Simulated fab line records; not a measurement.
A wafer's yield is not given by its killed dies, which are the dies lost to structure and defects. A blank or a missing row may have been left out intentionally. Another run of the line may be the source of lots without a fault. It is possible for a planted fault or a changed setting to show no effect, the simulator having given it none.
fab line records ; flow gf180mcu
record lots=12; wafers=36; lastDay=34
route steps=602 shown NSD@244 V1@340 M2@365 V2@405
lots with no fault: from the same line, run without faults
startH: hours from the record's first day to the start of the lot's first wafer shown ; waitH: time in hours since the lot's previous step ; " unchanged from the row above ; L1.1+2: one row covering several wafers at once ; - value missing, or start not given ; * or withheld: withheld ; < > ~ a bound
route shown NAME@n: names a module that has steps shown in the file, with the first one's number in the route ; usual: mean and standard deviation over wafers with no fault ; same: alike in all rows ; chamber/n: place in a boat ; sites: the reading at each site ; _std_site: the values' standard deviation ; _edge_site: inner sites' mean taken away from outer sites' mean ; radiusMm: how far each site lies from the wafer's centre ; mask NAME#n: copy n ; behind: the tool/chamber that last shaped the wafer ; hold: cause of the lot's hold/its duration in hours/its outcome ; device: the n, p or np transistor that did not switch ; end of line: at the end of the route, the tests of the same wafers ; a step given without rows: its recipe and nothing more ; killed: the dies lost at the first sort to structure and to defects; this is not the yield of the wafer ; map: a wafer's dies, x killed, . not, _ none there
set.NAME: the setting that was run; set.NAME@STEP: the one run at that earlier step ; model.NAME: the simulator's own value behind a step, which no gauge read
a sample of lots followed through the steps of the route, with each step as a table and each wafer as a row
services: a tool's chamber out of use, with start hour (startH, from the record's first day; less than 0 if before it), hours out, and reason
## steps
# step GF_NSD_IMPLANT_09
# recipe species=As; energyKev=60; doseCm2=4e+15; tiltDeg=7
# usual beamOnS=18.6/0.75; doseIonsCm2=4e+15/4.2e+12
lot.wafer;tool;chamber;startH;waitH;beamOnS;doseIonsCm2
L163.1;implanter-04;0;295.96;0.0;18.3;3.998e+15
L163.2;implanter-04;0;295.96;0.0;18.6;4.006e+15
L163.3;implanter-04;0;295.96;0.0;18.7;4.001e+15
L165.1;implanter-04;0;306.96;0.0;18.4;3.997e+15
L165.2;implanter-04;0;306.96;0.0;17.6;3.994e+15
L165.4;implanter-04;0;306.96;0.0;18.3;3.997e+15
L166.2;implanter-02;0;319.48;0.0;19.9;3.996e+15
L166.3;implanter-02;0;319.48;0.0;19.3;3.997e+15
L166.6;implanter-02;0;319.48;0.0;19.9;3.998e+15
L167.1;implanter-01;0;327.81;0.0;17.5;3.999e+15
L167.3;implanter-01;0;327.81;0.0;18.0;4.004e+15
L167.6;implanter-01;0;327.81;0.0;17.9;4e+15
L168.3;implanter-04;0;331.76;0.1;18.5;4.004e+15
L168.4;implanter-04;0;331.76;0.1;18.8;4.004e+15
L168.6;implanter-04;0;331.76;0.1;17.9;4.003e+15
L171.1;implanter-02;0;356.81;0.0;18.9;3.989e+15
L171.4;implanter-02;0;356.81;0.0;19.6;4.001e+15
L171.6;implanter-02;0;356.81;0.0;19.9;4.001e+15
L172.1;implanter-04;0;368.91;0.0;17.8;4.005e+15
L172.3;implanter-04;0;368.91;0.0;18.2;4.001e+15
L172.6;implanter-04;0;368.91;0.0;18.6;4.004e+15
L180.1;implanter-02;0;436.25;0.0;11.2;2.268e+15
L180.4;implanter-02;0;436.25;0.0;10.9;2.274e+15
L180.5;implanter-02;0;436.25;0.0;11.0;2.273e+15
L181.1;implanter-02;0;444.76;0.0;11.0;2.266e+15
L181.2;implanter-02;0;444.76;0.0;11.0;2.272e+15
L181.3;implanter-02;0;444.76;0.0;10.9;2.268e+15
L184.1;implanter-04;0;471.31;0.1;18.2;4.005e+15
L184.3;implanter-04;0;471.31;0.1;18.2;4e+15
L184.6;implanter-04;0;471.31;0.1;17.9;4.006e+15
L185.1;implanter-04;0;475.90;0.0;19.1;4.004e+15
L185.4;implanter-04;0;475.90;0.0;18.0;4.006e+15
L185.6;implanter-04;0;475.90;0.0;18.0;3.996e+15
L186.4;implanter-04;0;484.08;0.1;19.0;3.997e+15
L186.5;implanter-04;0;484.08;0.1;18.4;3.997e+15
L186.6;implanter-04;0;484.08;0.1;17.6;3.994e+15
# step GF_NSD_STRIP_11
# recipe chemistry=O2/N2; powerW=1400; pressureMtorr=1500; platenTempC=250; o2FlowSccm=3000; n2FlowSccm=300; overashFraction=0.5
# usual drypumpMotorCurrentA=5.7/0.32; heaterPowerW=331/38; oesProductAu=0.487/0.0048; stripTimeToEndpointS=22.96/0.034
lot.wafer;tool;chamber;startH;waitH;drypumpMotorCurrentA;heaterPowerW;oesProductAu;rfHoursCounterH;stripTimeToEndpointS
L163.1;plasmaAsher-01;1;296.26;0.1;5.5;314;0.488;68;22.93
L163.2;plasmaAsher-01;0;296.26;0.1;6.3;358;0.494;68;22.95
L163.3;plasmaAsher-01;0;296.26;0.1;6.3;360;0.488;-;22.96
L165.1;plasmaAsher-02;1;307.26;0.1;5.9;384;0.482;21;22.97
L165.2;plasmaAsher-02;0;307.26;0.1;5.4;293;0.486;21;22.95
L165.4;plasmaAsher-02;1;307.26;0.1;5.8;377;0.491;-;23.02
L166.2;plasmaAsher-04;1;319.76;0.1;5.4;288;0.482;50;22.98
L166.3;plasmaAsher-04;0;319.76;0.1;5.5;363;0.491;-;22.99
L166.6;plasmaAsher-04;0;319.76;0.1;5.6;356;0.484;-;22.95
L167.1;plasmaAsher-04;0;328.11;0.1;5.6;357;0.489;51;22.98
L167.3;plasmaAsher-04;1;328.11;0.1;5.5;282;0.481;-;22.93
L167.6;plasmaAsher-04;0;328.11;0.1;5.6;364;0.491;-;22.93
L168.3;plasmaAsher-01;0;332.04;0.1;6.3;378;0.478;-;23.01
L168.4;plasmaAsher-01;1;332.04;0.1;5.5;317;0.493;-;22.97
L168.6;plasmaAsher-01;1;332.04;0.1;5.5;316;0.488;-;22.96
L171.1;plasmaAsher-04;1;357.11;0.1;5.4;287;0.485;54;22.96
L171.4;plasmaAsher-04;1;357.11;0.1;5.5;274;0.488;-;22.98
L171.6;plasmaAsher-04;0;357.11;0.1;5.5;360;0.486;-;22.99
L172.1;plasmaAsher-04;0;369.21;0.1;5.5;370;0.488;55;22.94
L172.3;plasmaAsher-04;1;369.21;0.1;5.5;278;0.489;-;22.95
L172.6;plasmaAsher-04;1;369.21;0.1;5.5;287;0.487;-;22.96
L180.1;plasmaAsher-04;0;436.55;0.1;5.5;364;0.511;63;20.81
L180.4;plasmaAsher-04;1;436.55;0.1;5.5;287;0.517;-;20.82
L180.5;plasmaAsher-04;0;436.55;0.1;5.6;361;0.511;-;20.85
L181.1;plasmaAsher-04;0;445.06;0.1;5.6;353;0.524;64;20.85
L181.2;plasmaAsher-04;1;445.06;0.1;5.5;290;0.519;64;20.80
L181.3;plasmaAsher-04;1;445.06;0.1;5.4;286;0.521;-;20.79
L184.1;plasmaAsher-04;0;471.61;0.1;5.6;357;0.481;68;22.92
L184.3;plasmaAsher-04;0;471.61;0.1;5.6;366;0.497;-;22.93
L184.6;plasmaAsher-04;0;471.61;0.1;5.6;367;0.493;-;22.95
L185.1;plasmaAsher-01;0;476.20;0.1;6.3;376;0.485;89;22.91
L185.4;plasmaAsher-01;0;476.20;0.1;6.3;364;0.498;-;22.95
L185.6;plasmaAsher-01;1;476.20;0.1;5.5;315;0.488;-;22.94
L186.4;plasmaAsher-04;0;484.34;0.1;5.6;362;0.481;-;22.99
L186.5;plasmaAsher-04;1;484.34;0.1;5.5;283;0.488;-;22.97
L186.6;plasmaAsher-04;0;484.34;0.1;5.5;356;0.487;-;22.96
# step GF_PSD_RS_MEAS_14
# recipe thkMeasGauge=four-point-probe
# usual NSD_RS=46.11/0.12
lot.wafer;tool;chamber;startH;waitH;NSD_RS[ohm/sq]
L163.1;filmMetro-03;-;316.50;0.1;46.11
L163.2;filmMetro-03;-;316.50;0.1;46.28
L163.3;filmMetro-03;-;316.50;0.1;46.22
L165.1;filmMetro-03;-;328.85;0.1;46.11
L165.2;filmMetro-03;-;328.85;0.1;46.06
L165.4;filmMetro-03;-;328.85;0.1;46.08
L166.2;filmMetro-03;-;340.82;0.1;46.19
L166.3;filmMetro-03;-;340.82;0.1;46.31
L166.6;filmMetro-03;-;340.82;0.1;46.19
L167.1;filmMetro-03;-;350.15;0.1;46.16
L167.3;filmMetro-03;-;350.15;0.1;46.27
L167.6;filmMetro-03;-;350.15;0.1;46.03
L168.3;filmMetro-01;-;353.89;0.1;46.08
L168.4;filmMetro-01;-;353.89;0.1;46.16
L168.6;filmMetro-01;-;353.89;0.1;46.02
L171.1;filmMetro-01;-;380.15;0.1;46.01
L171.4;filmMetro-01;-;380.15;0.1;45.92
L171.6;filmMetro-01;-;380.15;0.1;46.06
L172.1;filmMetro-03;-;392.60;0.1;46.20
L172.3;filmMetro-03;-;392.60;0.1;46.21
L172.6;filmMetro-03;-;392.60;0.1;46.22
L180.1;filmMetro-02;-;461.15;0.1;51.54
L180.4;filmMetro-02;-;461.15;0.1;51.43
L180.5;filmMetro-02;-;461.15;0.1;51.41
L181.1;filmMetro-03;-;469.10;0.1;51.29
L181.2;filmMetro-03;-;469.10;0.1;51.49
L181.3;filmMetro-03;-;469.10;0.1;51.15
L184.1;filmMetro-03;-;495.80;0.1;45.96
L184.3;filmMetro-03;-;495.80;0.1;46.14
L184.6;filmMetro-03;-;495.80;0.1;46.20
L185.1;filmMetro-01;-;500.05;0.1;45.90
L185.4;filmMetro-01;-;500.05;0.1;45.93
L185.6;filmMetro-01;-;500.05;0.1;45.86
L186.4;filmMetro-01;-;508.36;0.1;45.96
L186.5;filmMetro-01;-;508.36;0.1;46.02
L186.6;filmMetro-01;-;508.36;0.1;45.97
# step GF_V1_BOW_MEAS_05
# recipe mode=bow
# usual V1_BOW=83/7.1
lot.wafer;tool;chamber;startH;waitH;V1_BOW[um]
L163.1;filmMetro-03;-;385.31;0.1;86
L163.2;filmMetro-03;-;385.31;0.1;97
L163.3;filmMetro-03;-;385.31;0.1;73
L165.1;filmMetro-04;-;399.63;0.1;80
L165.2;filmMetro-04;-;399.63;0.1;76
L165.4;filmMetro-04;-;399.63;0.1;71
L166.2;filmMetro-03;-;413.28;0.2;84
L166.3;filmMetro-03;-;413.28;0.2;82
L166.6;filmMetro-03;-;413.28;0.2;65
L167.1;filmMetro-04;-;420.78;0.1;67
L167.3;filmMetro-04;-;420.78;0.1;73
L167.6;filmMetro-04;-;420.78;0.1;80
L168.3;filmMetro-01;-;426.87;0.1;77
L168.4;filmMetro-01;-;426.87;0.1;86
L168.6;filmMetro-01;-;426.87;0.1;82
L171.1;filmMetro-01;-;456.44;0.1;85
L171.4;filmMetro-01;-;456.44;0.1;97
L171.6;filmMetro-01;-;456.44;0.1;80
L172.1;filmMetro-01;-;468.90;0.1;100
L172.3;filmMetro-01;-;468.90;0.1;89
L172.6;filmMetro-01;-;468.90;0.1;88
L180.1;filmMetro-01;-;536.03;0.1;78
L180.4;filmMetro-01;-;536.03;0.1;82
L180.5;filmMetro-01;-;536.03;0.1;91
L181.1;filmMetro-01;-;544.28;0.1;92
L181.2;filmMetro-01;-;544.28;0.1;93
L181.3;filmMetro-01;-;544.28;0.1;96
L184.1;filmMetro-04;-;569.98;0.2;96
L184.3;filmMetro-04;-;569.98;0.2;89
L184.6;filmMetro-04;-;569.98;0.2;81
L185.1;filmMetro-01;-;574.67;0.2;77
L185.4;filmMetro-01;-;574.67;0.2;84
L185.6;filmMetro-01;-;574.67;0.2;80
L186.4;filmMetro-04;-;579.50;0.3;97
L186.5;filmMetro-04;-;579.50;0.3;89
L186.6;filmMetro-04;-;579.50;0.3;94
# step GF_M2_SPUTTER_03
# recipe material=Ti; targetThkNm=10; substrateTempC=300; chamberPressurePa=0.3; powerW=3000; timeS=6.7
# usual throttleValvePct=30.1/1.2
lot.wafer;tool;chamber;startH;waitH;throttleValvePct
L163.1;pvdSputter-03;-;409.98;0.0;29.4
L163.2;pvdSputter-03;-;409.98;0.0;29.2
L163.3;pvdSputter-03;-;409.98;0.0;30.6
L165.1;pvdSputter-01;-;424.62;0.0;29.5
L165.2;pvdSputter-01;-;424.62;0.0;31.0
L165.4;pvdSputter-01;-;424.62;0.0;31.5
L166.2;pvdSputter-03;-;439.37;0.0;29.1
L166.3;pvdSputter-03;-;439.37;0.0;30.5
L166.6;pvdSputter-03;-;439.37;0.0;29.2
L167.1;pvdSputter-04;-;446.67;0.0;29.4
L167.3;pvdSputter-04;-;446.67;0.0;29.9
L167.6;pvdSputter-04;-;446.67;0.0;29.8
L168.3;pvdSputter-01;-;452.97;0.0;31.7
L168.4;pvdSputter-01;-;452.97;0.0;29.3
L168.6;pvdSputter-01;-;452.97;0.0;30.8
L171.1;pvdSputter-01;-;481.47;0.0;31.4
L171.4;pvdSputter-01;-;481.47;0.0;29.3
L171.6;pvdSputter-01;-;481.47;0.0;29.3
L172.1;pvdSputter-01;-;494.12;0.0;31.1
L172.3;pvdSputter-01;-;494.12;0.0;29.4
L172.6;pvdSputter-01;-;494.12;0.0;29.3
L180.1;pvdSputter-03;-;560.81;0.0;29.2
L180.4;pvdSputter-03;-;560.81;0.0;32.4
L180.5;pvdSputter-03;-;560.81;0.0;30.8
L181.1;pvdSputter-01;-;568.88;0.0;29.6
L181.2;pvdSputter-01;-;568.88;0.0;31.7
L181.3;pvdSputter-01;-;568.88;0.0;31.1
L184.1;pvdSputter-01;-;593.92;0.0;29.4
L184.3;pvdSputter-01;-;593.92;0.0;31.5
L184.6;pvdSputter-01;-;593.92;0.0;31.4
L185.1;pvdSputter-03;-;598.61;0.0;32.3
L185.4;pvdSputter-03;-;598.61;0.0;28.9
L185.6;pvdSputter-03;-;598.61;0.0;32.6
L186.4;pvdSputter-01;-;602.62;0.0;29.4
L186.5;pvdSputter-01;-;602.62;0.0;29.3
L186.6;pvdSputter-01;-;602.62;0.0;31.1
# step GF_V2_CVD_23
# recipe material=W; targetThkNm=350; timeS=104.94; tempC=400; pressureTorr=40
# usual heaterPowerOuterW=498/17; heaterPowerW=818/34; susceptorTempC=400.04/0.2
lot.wafer;tool;chamber;startH;waitH;heaterPowerOuterW;heaterPowerW;susceptorTempC
L163.1;cvdW-01;0;460.92;0.0;516;755;399.93
L163.2;cvdW-01;1;460.92;0.0;489;864;400.04
L163.3;cvdW-01;1;460.92;0.0;488;854;400.23
L165.1;cvdW-02;0;475.53;0.0;492;808;400.37
L165.2;cvdW-02;1;475.53;0.0;507;857;399.66
L165.4;cvdW-02;0;475.53;0.0;482;801;400.08
L166.2;cvdW-02;1;489.21;0.0;501;835;400.06
L166.3;cvdW-02;1;489.21;0.0;508;825;399.80
L166.6;cvdW-02;1;489.21;0.0;487;832;399.93
L167.1;cvdW-02;1;496.47;0.0;513;819;400.10
L167.3;cvdW-02;0;496.47;0.0;472;815;399.89
L167.6;cvdW-02;0;496.47;0.0;482;801;399.73
L168.3;cvdW-01;0;503.26;0.1;509;766;400.00
L168.4;cvdW-01;1;503.26;0.1;489;853;400.00
L168.6;cvdW-01;1;503.26;0.1;493;851;400.18
L171.1;cvdW-02;1;530.47;0.0;492;843;400.20
L171.4;cvdW-02;1;530.47;0.0;503;849;400.13
L171.6;cvdW-02;1;530.47;0.0;500;846;400.20
L172.1;cvdW-02;0;543.16;0.0;481;806;400.10
L172.3;cvdW-02;1;543.16;0.0;507;843;400.26
L172.6;cvdW-02;1;543.16;0.0;497;843;400.02
L180.1;cvdW-02;1;605.93;0.0;503;864;399.53
L180.4;cvdW-02;0;605.93;0.0;475;804;400.16
L180.5;cvdW-02;1;605.93;0.0;506;829;400.06
L181.1;cvdW-01;1;614.68;0.0;504;862;399.82
L181.2;cvdW-01;0;614.68;0.0;515;754;399.93
L181.3;cvdW-01;1;614.68;0.0;498;852;399.84
L184.1;cvdW-01;0;637.82;0.0;523;755;399.84
L184.3;cvdW-01;0;637.82;0.0;514;753;399.81
L184.6;cvdW-01;1;637.82;0.0;490;871;400.00
L185.1;cvdW-01;1;642.74;0.0;507;860;400.31
L185.4;cvdW-01;0;642.74;0.0;545;757;399.91
L185.6;cvdW-01;1;642.74;0.0;501;849;400.02
L186.4;cvdW-01;0;645.59;0.1;528;763;400.41
L186.5;cvdW-01;1;645.59;0.1;487;878;400.42
L186.6;cvdW-01;0;645.59;0.1;512;769;400.04
## services
tool;chamber;startH;hours;kind
cvdW-01;-;302.69;2.4;repair
cvdW-02;0;304.61;14.0;repair
plasmaAsher-04;-;308.68;1.0;repair
pvdSputter-03;-;318.09;40.3;repair
cvdW-01;-;323.38;0.9;repair
implanter-04;-;334.74;5.2;repair
implanter-04;-;354.91;2.0;repair
cvdW-01;-;390.00;14.0;pm
cvdW-02;1;401.04;7.1;repair
implanter-02;-;417.56;3.0;repair
implanter-02;-;438.98;2.0;pm
cvdW-02;-;439.82;6.9;pm
pvdSputter-01;-;445.57;2.4;repair
cvdW-02;-;448.94;14.6;pm
implanter-02;-;466.80;76.2;pm
pvdSputter-03;-;473.31;2.2;repair
cvdW-02;-;481.57;2.8;pm
plasmaAsher-04;-;502.67;2.8;pm
cvdW-01;0;547.29;3.0;repair
implanter-02;-;552.78;2.6;repair
cvdW-01;-;560.50;6.0;pm
implanter-04;-;567.29;8.6;pm
implanter-04;-;582.99;2.3;repair
pvdSputter-01;-;640.86;4.2;repair
## key
firstSign step=GF_NSD_IMPLANT_09; reading=doseIonsCm2; direction=down; sigmas=99+; usual=4e+15; struck=2.27e+15
effect step=GF_NSD_IMPLANT_09; reading=beamOnS; direction=down; sigmas=10; usual=18.6; struck=11.0
effect step=GF_NSD_STRIP_11; reading=stripTimeToEndpointS; direction=down; sigmas=63; usual=*; struck=*
effect step=GF_PSD_RS_MEAS_14; reading=NSD_RS; direction=up; sigmas=45; usual=46.11; struck=51.39
metAt GF_NSD_IMPLANT_09
struckLots L180,L181
testerLeftOut L180,L181
notActingAt GF_V1_BOW_MEAS_05,GF_M2_SPUTTER_03,GF_V2_CVD_23
onsetBetween 356.81 436.25
fault kind=processParameterDrift; tool=implanter-02; chamber=-; onsetH=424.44; steps=GF_NSD_IMPLANT_09; channel=doseCm2; offset=-1.7274e+15; shape=step; endH=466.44; actsIn=theseRecipesOnly; stated=4e+15
# testerLeftOut: of these lots the tester's yield and bins aren't shown, on N5 and GAA mostly nor the transistor test; their killed dies are dies lost to structure and defects alone, not to doping, threshold or leakage, so they don't give the yield
